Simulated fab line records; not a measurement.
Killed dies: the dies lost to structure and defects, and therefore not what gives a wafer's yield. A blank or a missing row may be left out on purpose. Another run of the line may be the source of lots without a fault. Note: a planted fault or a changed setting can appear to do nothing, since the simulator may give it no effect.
fab line records	flow sky130
record lots=5	wafers=15	last-day=50
route steps=708 shown PWDE@84 VT_ADJUST_HVTP@85 VT_ADJUST_LVTN@97 PAD_OPEN@708
lots that met no fault: from a run of the same line without faults
start-h: hours from the record's opening day to when the first of the lot's shown wafers began	wait-h: hours from the lot's prior step to this one	" unchanged from the row above	L1.1+2: a single row standing in for several wafers	- either no value or no given start	* or withheld: withheld	< > ~ a bound
route shown NAME@n: NAME is a module with steps in the file, n the number in the route of the first one	usual: the fault-free wafers' mean and standard deviation	same: alike in all rows	chamber/n: place in a boat	sites: per-site readings	_std_site: standard deviation across them	_edge_site: inner sites' mean taken away from outer sites' mean	radius-mm: for every site, how far away it sits from the centre of the wafer	mask NAME#n: copy n	behind: the tool/chamber that last shaped the wafer	hold: the reason the lot was held/the length of the hold in hours/how it ended	device: transistor that didn't switch, given as n, p or np	end of line: tests of these same wafers at the route's end	a step without rows: its recipe alone	killed: dies that structure and defects cost at the first sort, which is not the same as the wafer's yield	map: dies across one wafer; x = killed, . = not, _ = none there
set.NAME: the run value of the setting; set.NAME@STEP: its run value at that earlier step	model.NAME: the simulator's own value behind a step, which no gauge read
lots at selected steps of the route; one table per step, one row per wafer
services: when a tool's chamber went out of use (start-h, in hours from the record's first day, below 0 if earlier), for how many hours, and the reason
## steps
# step SKY_NWELL_RS_MEAS_31
# recipe thk-meas-gauge=four-point-probe
# usual PWDE_RS=5274/16
lot.wafer	tool	chamber	start-h	wait-h	PWDE_RS[ohm/sq]
L110.4	film-metro-01	-	147.91	0.1	5280
L110.5	"	-	"	"	5273
L110.6	"	-	"	"	5262
L112.4	film-metro-02	-	156.60	0.1	5274
L112.5	"	-	"	"	5260
L112.6	"	-	"	"	5260
L114.1	film-metro-02	-	169.24	0.1	5266
L114.4	"	-	"	"	5264
L114.6	"	-	"	"	5268
L115.1	film-metro-02	-	175.68	0.1	5290
L115.3	"	-	"	"	5270
L115.6	"	-	"	"	5273
L122.1	film-metro-02	-	223.03	0.1	5251
L122.2	"	-	"	"	5259
L122.6	"	-	"	"	5242
# step SKY_VT_ADJUST_HVTP_DEHYDRATE_00
# recipe temp-c=200	time-s=60
# step SKY_VT_ADJUST_HVTP_HMDS_01
# recipe prime-time-s=60	prime-temp-c=120
# step SKY_VT_ADJUST_HVTP_COAT_02
# recipe resist=NOVOLAK	spin-rpm=3000	resist-thk-nm=1140
# step SKY_VT_ADJUST_HVTP_SOFTBAKE_03
# recipe temp-c=90	time-s=60	resist=NOVOLAK
# step SKY_VT_ADJUST_HVTP_EXPOSE_04
# recipe mask-id=HVTPM	na=0.6	source-shape=conventional	sigma-outer=0.6	polarization=unpolarized	target-cd-nm=380	dose-mj=140
# step SKY_VT_ADJUST_HVTP_PEB_05
# recipe temp-c=withheld	time-s=*	resist=NOVOLAK
# step SKY_VT_ADJUST_HVTP_DEVELOP_06
# recipe resist=NOVOLAK	developer=TMAH	develop-time-s=60	dev-temp-c=23
# step SKY_VT_ADJUST_HVTP_CD_MEAS_07
# recipe target-cd-nm=380
# usual cd-nm=380.5/2.6
lot.wafer	tool	chamber	start-h	wait-h	cd-nm
L110.4	cd-sem-02	-	169.23	0.1	380.8
L110.5	"	-	"	"	380.9
L110.6	"	-	"	"	379.8
L112.4	cd-sem-01	-	178.74	0.1	382.9
L112.5	"	-	"	"	382.7
L112.6	"	-	"	"	382.2
L114.1	cd-sem-02	-	191.04	0.1	379.7
L114.4	"	-	"	"	377.2
L114.6	"	-	"	"	377.1
L115.1	cd-sem-02	-	197.88	0.1	379.2
L115.3	"	-	"	"	380.7
L115.6	"	-	"	"	380.3
L122.1	cd-sem-01	-	246.83	0.1	379.3
L122.2	"	-	"	"	378.9
L122.6	"	-	"	"	378.1
# step SKY_VT_ADJUST_HVTP_OVL_MEAS_08
# usual VT_ADJUST_HVTP_OVL=-0.8/1.3
lot.wafer	tool	chamber	start-h	wait-h	VT_ADJUST_HVTP_OVL[nm]
L110.4	overlay-02	-	169.30	0.1	-1.5
L110.5	"	-	"	"	-1.6
L110.6	"	-	"	"	-0.4
L112.4	overlay-02	-	178.81	0.1	-1.9
L112.5	"	-	"	"	-1.6
L112.6	"	-	"	"	-2.7
L114.1	overlay-01	-	191.16	0.1	-1.5
L114.4	"	-	"	"	-3.1
L114.6	"	-	"	"	-1.5
L115.1	overlay-01	-	198.00	0.1	0.3
L115.3	"	-	"	"	-0.2
L115.6	"	-	"	"	0.8
L122.1	overlay-01	-	246.95	0.1	-0.3
L122.2	"	-	"	"	-0.5
L122.6	"	-	"	"	-1.8
# step SKY_VT_ADJUST_HVTP_IMPLANT_09
# recipe species=As	energy-kev=150	dose-cm2=4.3e+12	tilt-deg=withheld
# step SKY_VT_ADJUST_HVTP_STRIP_10
# recipe chemistry=O2/N2	power-w=1400	pressure-mtorr=1500	platen-temp-c=withheld	o2-flow-sccm=3000	n2-flow-sccm=300	overash-fraction=0.5
# usual drypump-motor-current-A=5.8/0.46	oes-product-au=0.716/0.0048	strip-time-to-endpoint-s=14.15/0.04
lot.wafer	tool	chamber	start-h	wait-h	drypump-motor-current-A	oes-product-au	rf-hours-counter-h	strip-time-to-endpoint-s	model.NOVOLAK_of_VT_ADJUST_HVTP_COAT_02.thk-nm
L110.4	plasma-asher-04	1	169.51	0.1	6.1	0.716	-	14.18	0
L110.5	"	1	"	"	6.1	0.716	-	14.20	0
L110.6	"	0	"	"	6.4	0.718	-	14.19	0
L112.4	plasma-asher-02	0	179.02	0.1	5.5	0.705	-	14.12	0
L112.5	"	1	"	"	5.1	0.716	-	14.12	0
L112.6	"	0	"	"	5.5	0.718	-	14.16	0
L114.1	plasma-asher-02	0	191.35	0.1	5.5	0.935	40	-	504.7
L114.4	"	1	"	"	5.2	0.927	-	-	503.9
L114.6	"	1	"	"	5.1	0.937	-	-	503.6
L115.1	plasma-asher-04	0	198.18	0.1	6.4	0.713	48	14.15	0
L115.3	"	1	"	"	6.1	0.706	-	14.15	0
L115.6	"	1	"	"	6.1	0.726	-	14.18	0
L122.1	plasma-asher-04	1	247.13	0.1	6.1	0.712	53	14.13	0
L122.2	"	0	"	"	6.4	0.717	53	14.17	0
L122.6	"	0	"	"	6.4	0.707	-	14.18	0
# step SKY_VT_ADJUST_HVTP_TW_MEAS_11
# usual VT_ADJUST_HVTP_TW=1351/13
lot.wafer	tool	chamber	start-h	wait-h	VT_ADJUST_HVTP_TW
L110.4	film-metro-04	-	169.60	0.1	1334
L110.5	"	-	"	"	1332
L110.6	"	-	"	"	1335
L112.4	film-metro-02	-	179.11	0.1	1363
L112.5	"	-	"	"	1366
L112.6	"	-	"	"	1363
L114.1	film-metro-01	-	191.45	0.1	1351
L114.4	"	-	"	"	1350
L114.6	"	-	"	"	1351
L115.1	film-metro-02	-	198.28	0.1	1361
L115.3	"	-	"	"	1356
L115.6	"	-	"	"	1361
L122.1	film-metro-01	-	247.23	0.1	1358
L122.2	"	-	"	"	1351
L122.6	"	-	"	"	1349
# step SKY_VT_ADJUST_LVTN_DEHYDRATE_00
# recipe temp-c=200	time-s=60
# step SKY_VT_ADJUST_LVTN_HMDS_01
# recipe prime-time-s=60	prime-temp-c=120
# step SKY_VT_ADJUST_LVTN_COAT_02
# recipe spin-rpm=2000	resist-thk-nm=3000
# step SKY_VT_ADJUST_LVTN_SOFTBAKE_03
# recipe temp-c=110	time-s=withheld
# step SKY_VT_ADJUST_LVTN_EXPOSE_04
# recipe mask-id=NWM_COMPLEMENT_LESS_NATIVE	na=0.6	source-shape=conventional	sigma-outer=0.6	polarization=unpolarized	target-cd-nm=840	dose-mj=194
# step SKY_VT_ADJUST_LVTN_PEB_05
# recipe temp-c=115	time-s=withheld
# step SKY_VT_ADJUST_LVTN_DEVELOP_06
# recipe wall-angle-deg=90	developer=TMAH	develop-time-s=60	dev-temp-c=23
# step SKY_VT_ADJUST_LVTN_OVL_MEAS_07
# usual VT_ADJUST_LVTN_OVL=-0.5/1.4
lot.wafer	tool	chamber	start-h	wait-h	VT_ADJUST_LVTN_OVL[nm]
L110.4	overlay-02	-	191.48	-	-1.0
L110.5	"	-	"	"	-1.6
L110.6	"	-	"	"	0.2
L112.4	overlay-01	-	200.93	-	-3.5
L112.5	"	-	"	"	-2.1
L112.6	"	-	"	"	-1.8
L114.1	overlay-02	-	212.88	-	1.9
L114.4	"	-	"	"	2.5
L114.6	"	-	"	"	2.5
L115.1	overlay-02	-	220.64	-	-0.7
L115.3	"	-	"	"	1.2
L115.6	"	-	"	"	0.9
L122.1	overlay-01	-	270.94	-	-0.7
L122.2	"	-	"	"	-1.9
L122.6	"	-	"	"	-1.9
# step SKY_VT_ADJUST_LVTN_IMPLANT_08
# recipe species=B	energy-kev=30	dose-cm2=1.57e+12	tilt-deg=withheld
# step SKY_VT_ADJUST_LVTN_STRIP_09
# recipe chemistry=O2/N2	power-w=1400	pressure-mtorr=1500	platen-temp-c=withheld	o2-flow-sccm=3000	n2-flow-sccm=300	overash-fraction=0.5
# usual drypump-motor-current-A=5.9/0.46	oes-product-au=0.722/0.0045	strip-time-to-endpoint-s=36.90/0.13
lot.wafer	tool	chamber	start-h	wait-h	drypump-motor-current-A	oes-product-au	rf-hours-counter-h	strip-time-to-endpoint-s
L110.4	plasma-asher-01	0	191.69	0.1	5.0	0.724	-	37.03
L110.5	"	1	"	"	5.8	0.717	-	36.94
L110.6	"	0	"	"	5.0	0.724	-	36.97
L112.4	plasma-asher-03	0	201.14	0.1	5.4	0.721	-	36.80
L112.5	"	0	"	"	5.4	0.723	-	36.99
L112.6	"	1	"	"	6.2	0.724	-	36.80
L114.1	plasma-asher-04	1	213.06	0.1	6.1	0.725	50	44.45
L114.4	"	0	"	"	6.4	0.719	-	44.35
L114.6	"	1	"	"	6.1	0.726	-	44.52
L115.1	plasma-asher-03	0	220.83	0.1	5.4	0.727	48	37.07
L115.3	"	0	"	"	5.4	0.727	-	37.04
L115.6	"	0	"	"	5.4	0.721	-	37.07
L122.1	plasma-asher-03	0	271.13	0.1	5.4	0.723	53	36.92
L122.2	"	1	"	"	6.1	0.717	53	36.90
L122.6	"	1	"	"	6.1	0.720	-	36.96
# step SKY_VT_ADJUST_LVTN_TW_MEAS_10
# usual VT_ADJUST_LVTN_TW=241.4/2.2
lot.wafer	tool	chamber	start-h	wait-h	hold	VT_ADJUST_LVTN_TW
L110.4	film-metro-03	-	191.78	0.1	-	243.2
L110.5	"	-	"	"	-	242.9
L110.6	"	-	"	"	-	243.0
L112.4	film-metro-03	-	201.24	0.1	-	241.3
L112.5	"	-	"	"	-	242.0
L112.6	"	-	"	"	-	241.9
L114.1	film-metro-03	-	213.16	0.1	await-dispo/0.2h/release	30.1
L114.4	"	-	"	"	await-dispo/0.2h/release	30.2
L114.6	"	-	"	"	await-dispo/0.2h/release	30.3
L114.1	film-metro-03	-	213.39	0.2	-	30.0
L114.4	"	-	"	"	-	30.2
L114.6	"	-	"	"	-	30.0
L115.1	film-metro-02	-	220.93	0.1	-	241.8
L115.3	"	-	"	"	-	243.7
L115.6	"	-	"	"	-	243.1
L122.1	film-metro-02	-	271.23	0.1	-	242.8
L122.2	"	-	"	"	-	243.6
L122.6	"	-	"	"	-	241.6
# step SKY_PAD_OPEN_PROBE_99
# usual defect-limited-yield=82.7/1.9	killed_at_M0_to_M3=44/7.2	killed_at_M4_up=2.9/1.8	killed-at-contacts=24/5.2	killed-at-front-end=15/4	killed-at-other=0.2/0.49	killed-dies=85/9.1	killed-open=47/6.8	killed-short=38/5.7	sort_bin_3_pad_short=0.9/0.44	sort_bin_5_function=10.3/1.4	sort_bin_6_memory=6.2/1.1	sort-n-pass=407/9.1	sort-yield-pct=82.7/1.9
# same gross-dies=492	killed-at-back-side=0	sort_bin_4_leakage[%]=0	sort_bin_8_speed[%]=0
lot.wafer	tool	chamber	start-h	wait-h	defect-limited-yield[%]	killed_at_M0_to_M3	killed_at_M4_up	killed-at-contacts	killed-at-front-end	killed-at-other	killed-dies	killed-open	killed-short	sort_bin_3_pad_short[%]	sort_bin_5_function[%]	sort_bin_6_memory[%]	sort-n-pass	sort-yield-pct[%]
L110.4	prober-01	-	1138.99	0.2	82.5	36	4	32	14	0	86	47	39	1.0	10.2	6.3	406	82.5
L110.5	prober-01	-	1139.04	0.2	84.6	35	0	25	16	0	76	48	28	0	8.7	6.7	416	84.6
L110.6	prober-01	-	1139.09	0.2	82.5	41	3	28	14	0	86	50	36	0.8	9.8	6.9	406	82.5
L112.4	prober-02	-	1144.63	0.2	82.9	36	5	30	13	0	84	47	37	0	10.4	6.7	408	82.9
L112.5	prober-02	-	1144.68	0.2	81.7	43	3	31	13	0	90	53	37	0.4	11.0	6.9	402	81.7
L112.6	prober-02	-	1144.73	0.2	85.4	44	2	18	8	0	72	42	30	0.8	9.1	4.7	420	85.4
L115.1	prober-01	-	1164.42	0.1	83.9	34	4	21	20	0	79	47	32	0.6	9.6	5.9	413	83.9
L115.3	prober-01	-	1164.52	0.2	82.3	42	2	27	16	0	87	40	47	0.6	10.4	6.7	405	82.3
L115.6	prober-01	-	1164.67	0.2	85.4	30	4	22	15	1	72	35	37	1.6	7.9	5.1	420	85.4
# killed by level:class
L110.4 CONTACT:geometric-particle:open=15 VIA2:geometric-particle:open=9 VIA1:geometric-particle:open=8 FIELD_ISO:geometric-particle:short=6 LI_CONTACT:geometric-particle:open=6 METAL1:geometric-particle:short=5 VIA1:geometric-particle:short=4 METAL3:geometric-particle:short=4
L110.5 LI_CONTACT:geometric-particle:open=11 VIA2:geometric-particle:open=9 CONTACT:geometric-particle:open=8 FIELD_ISO:geometric-particle:open=5 VIA1:geometric-particle:open=5 FIELD_ISO:geometric-particle:short=4 VIA3:geometric-particle:short=4 METAL2:geometric-particle:short=4
L110.6 LI_CONTACT:geometric-particle:open=10 VIA2:geometric-particle:open=8 VIA1:geometric-particle:open=8 CONTACT:geometric-particle:short=6 CONTACT:geometric-particle:open=6 VIA3:geometric-particle:open=6 FIELD_ISO:geometric-particle:open=5 METAL2:geometric-particle:short=5
L112.4 CONTACT:geometric-particle:open=14 VIA1:geometric-particle:open=7 VIA3:geometric-particle:open=7 FIELD_ISO:geometric-particle:short=6 LOCAL_INTERCONNECT:geometric-particle:short=6 VIA2:geometric-particle:open=6 METAL4:geometric-particle:short=5 METAL1:geometric-particle:short=4
L112.5 CONTACT:geometric-particle:open=16 VIA1:geometric-particle:open=10 VIA3:geometric-particle:open=7 METAL2:geometric-particle:short=7 FIELD_ISO:geometric-particle:short=6 LI_CONTACT:geometric-particle:open=6 METAL1:geometric-particle:short=6 VIA2:geometric-particle:open=5
L112.6 VIA1:geometric-particle:open=13 VIA2:geometric-particle:open=7 METAL2:geometric-particle:short=7 VIA3:geometric-particle:open=6 FIELD_ISO:geometric-particle:open=5 CONTACT:geometric-particle:open=5 LI_CONTACT:geometric-particle:open=4 LOCAL_INTERCONNECT:geometric-particle:short=4
L115.1 VIA1:geometric-particle:open=10 CONTACT:geometric-particle:open=8 FIELD_ISO:geometric-particle:open=7 FIELD_ISO:geometric-particle:short=5 VIA3:geometric-particle:open=5 LI_CONTACT:geometric-particle:open=5 CONTACT:geometric-particle:short=5 POLY_GATE:geometric-particle:open=4
L115.3 CONTACT:geometric-particle:open=10 CONTACT:geometric-particle:short=7 VIA1:geometric-particle:open=7 VIA2:geometric-particle:open=7 VIA3:geometric-particle:open=6 FIELD_ISO:geometric-particle:short=5 LOCAL_INTERCONNECT:geometric-particle:short=5 VIA1:geometric-particle:short=5
L115.6 CONTACT:geometric-particle:open=7 LOCAL_INTERCONNECT:geometric-particle:short=6 FIELD_ISO:geometric-particle:short=5 LI_CONTACT:geometric-particle:open=5 VIA1:geometric-particle:open=5 VIA1:geometric-particle:short=4 VIA2:geometric-particle:short=4 METAL3:geometric-particle:short=4
## services
tool	chamber	start-h	hours	kind
plasma-asher-02	-	181.92	0.7	repair
plasma-asher-02	-	197.13	12.9	repair
## key
first-sign step=SKY_VT_ADJUST_HVTP_STRIP_10	reading=oes-product-au	direction=up	sigmas=46	usual=0.716	struck=0.933
effect step=SKY_VT_ADJUST_LVTN_STRIP_09	reading=strip-time-to-endpoint-s	direction=up	sigmas=60	usual=*	struck=*
effect step=SKY_VT_ADJUST_LVTN_TW_MEAS_10	reading=visit	direction=added
effect step=SKY_VT_ADJUST_LVTN_TW_MEAS_10	reading=VT_ADJUST_LVTN_TW	direction=down	sigmas=94	usual=241.4	struck=30.2
model-effect step=SKY_VT_ADJUST_HVTP_STRIP_10	value=NOVOLAK_of_VT_ADJUST_HVTP_COAT_02.thk-nm	without=0	struck=504.1
met-at SKY_VT_ADJUST_HVTP_STRIP_10
struck-wafers L114.1,L114.4,L114.6
scrapped-behind SKY_VT_ADJUST_LVTN_TW_MEAS_10 L114.1,L114.4,L114.6
onset-between 179.02 191.35
fault kind=strip-aborted	tool=plasma-asher-02	chamber=-	onset-h=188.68	steps=SKY_VT_ADJUST_HVTP_STRIP_10	offset=0.6978	end-h=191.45
